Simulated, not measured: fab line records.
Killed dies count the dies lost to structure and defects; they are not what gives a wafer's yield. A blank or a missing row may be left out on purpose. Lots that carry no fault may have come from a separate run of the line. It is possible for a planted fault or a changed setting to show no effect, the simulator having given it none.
A sampling plan put to the test | flow sky130 | each of the 13 faults these records tell of, on one fab line, judged from the records of the lots it struck
Plan = the line's own looks (route steps where a gauge or an inspection reads the wafer without altering it). A look is open to judgement when struck wafers have a number at it and the file gives its usual mean and standard deviation on fault-free wafers. Caught: at a look after the fault's first step, the mean of the struck wafers lies 4 or more of those standard deviations (sigma) from the usual mean. On the tool: the same test on the tool's own readings at the fault's steps. It also counts as caught if the struck wafers ran another recipe or if their record alone is blank.

## THE FAULTS, as the simulator had put them in
1. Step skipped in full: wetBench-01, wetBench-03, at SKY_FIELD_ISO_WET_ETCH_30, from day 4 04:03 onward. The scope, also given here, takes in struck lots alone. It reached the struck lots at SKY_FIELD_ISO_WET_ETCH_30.
2. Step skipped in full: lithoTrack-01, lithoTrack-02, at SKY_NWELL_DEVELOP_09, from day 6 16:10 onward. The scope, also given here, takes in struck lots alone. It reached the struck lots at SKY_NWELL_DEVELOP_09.
3. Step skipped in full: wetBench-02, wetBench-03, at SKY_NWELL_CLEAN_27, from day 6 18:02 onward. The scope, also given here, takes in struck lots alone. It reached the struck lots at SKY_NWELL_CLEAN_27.
4. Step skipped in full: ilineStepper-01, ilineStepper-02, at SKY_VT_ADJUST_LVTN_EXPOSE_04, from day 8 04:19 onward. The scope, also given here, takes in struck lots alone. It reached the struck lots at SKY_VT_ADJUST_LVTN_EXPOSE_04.
5. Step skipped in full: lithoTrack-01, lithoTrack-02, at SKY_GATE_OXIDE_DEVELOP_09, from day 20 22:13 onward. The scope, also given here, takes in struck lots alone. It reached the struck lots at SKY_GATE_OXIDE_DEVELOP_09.
6. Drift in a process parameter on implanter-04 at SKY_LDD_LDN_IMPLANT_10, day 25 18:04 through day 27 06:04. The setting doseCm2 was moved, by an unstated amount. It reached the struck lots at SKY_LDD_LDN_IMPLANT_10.
7. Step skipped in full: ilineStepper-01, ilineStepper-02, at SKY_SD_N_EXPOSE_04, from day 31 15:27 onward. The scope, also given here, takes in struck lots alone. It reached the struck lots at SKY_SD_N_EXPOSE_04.
8. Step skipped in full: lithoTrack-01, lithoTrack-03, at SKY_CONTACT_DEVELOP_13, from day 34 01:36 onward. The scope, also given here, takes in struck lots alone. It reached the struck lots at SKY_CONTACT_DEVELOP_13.
9. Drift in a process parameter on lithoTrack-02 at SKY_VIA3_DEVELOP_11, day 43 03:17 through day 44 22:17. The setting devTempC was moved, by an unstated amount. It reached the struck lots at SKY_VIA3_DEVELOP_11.
10. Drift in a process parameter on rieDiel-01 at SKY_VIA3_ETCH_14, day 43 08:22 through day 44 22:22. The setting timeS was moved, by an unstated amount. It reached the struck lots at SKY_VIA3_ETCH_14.
11. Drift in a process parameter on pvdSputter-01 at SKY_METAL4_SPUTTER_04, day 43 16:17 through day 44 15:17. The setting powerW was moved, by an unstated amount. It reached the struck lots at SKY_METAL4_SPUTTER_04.
12. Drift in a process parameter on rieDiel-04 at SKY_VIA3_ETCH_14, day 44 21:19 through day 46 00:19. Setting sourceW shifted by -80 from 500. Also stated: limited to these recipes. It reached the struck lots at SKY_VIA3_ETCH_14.
13. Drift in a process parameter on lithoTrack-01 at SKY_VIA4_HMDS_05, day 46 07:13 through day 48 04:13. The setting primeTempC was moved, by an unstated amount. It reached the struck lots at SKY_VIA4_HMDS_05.

## WHAT THE PLAN SAW
fault | on the tool itself                               | first look that catches it                      | reading, sigma | median hours from its first step to that look | hours from the fault's start to the first struck lot there | judged looks passed uncaught
1     | the tool's record is blank for the struck wafers | no look after it can be judged                  | -              | -                                             | -                                                          | 0
2     | the tool's record is blank for the struck wafers | none of the 2 looks that can be judged after it | -              | -                                             | -                                                          | 2
3     | the tool's record is blank for the struck wafers | not the one look that can be judged after it    | -              | -                                             | -                                                          | 1
4     | no reading that can be judged                    | no look after it can be judged                  | -              | -                                             | -                                                          | 0
5     | the tool's record is blank for the struck wafers | no look after it can be judged                  | -              | -                                             | -                                                          | 0
6     | doseIonsCm2 -99 or beyond sigma                  | none of the 2 looks that can be judged after it | -              | -                                             | -                                                          | 2
7     | no reading that can be judged                    | none of the 2 looks that can be judged after it | -              | -                                             | -                                                          | 2
8     | the tool's record is blank for the struck wafers | no look after it can be judged                  | -              | -                                             | -                                                          | 0
9     | developerTempC -8.6 sigma                        | no look after it can be judged                  | -              | -                                             | -                                                          | 0
10    | oesProductAu +19 sigma                           | no look after it can be judged                  | -              | -                                             | -                                                          | 0
11    | cathodeDcPowerW -99 or beyond sigma              | no look after it can be judged                  | -              | -                                             | -                                                          | 0
12    | rfFwdPowerW -36 sigma                            | no look after it can be judged                  | -              | -                                             | -                                                          | 0
13    | primeTempC +18 sigma                             | no look after it can be judged                  | -              | -                                             | -                                                          | 0
A dash: the fault is not caught, or the number is missing from these records.

Caught at a look: 0 of 13. Caught on the tool: 11 of 13. By one or the other: 11 of 13.
Faults caught by the tool alone: 1, 2, 3, 5, 6, 8, 9, 10, 11, 12, 13.
Caught by neither: faults 4, 7.
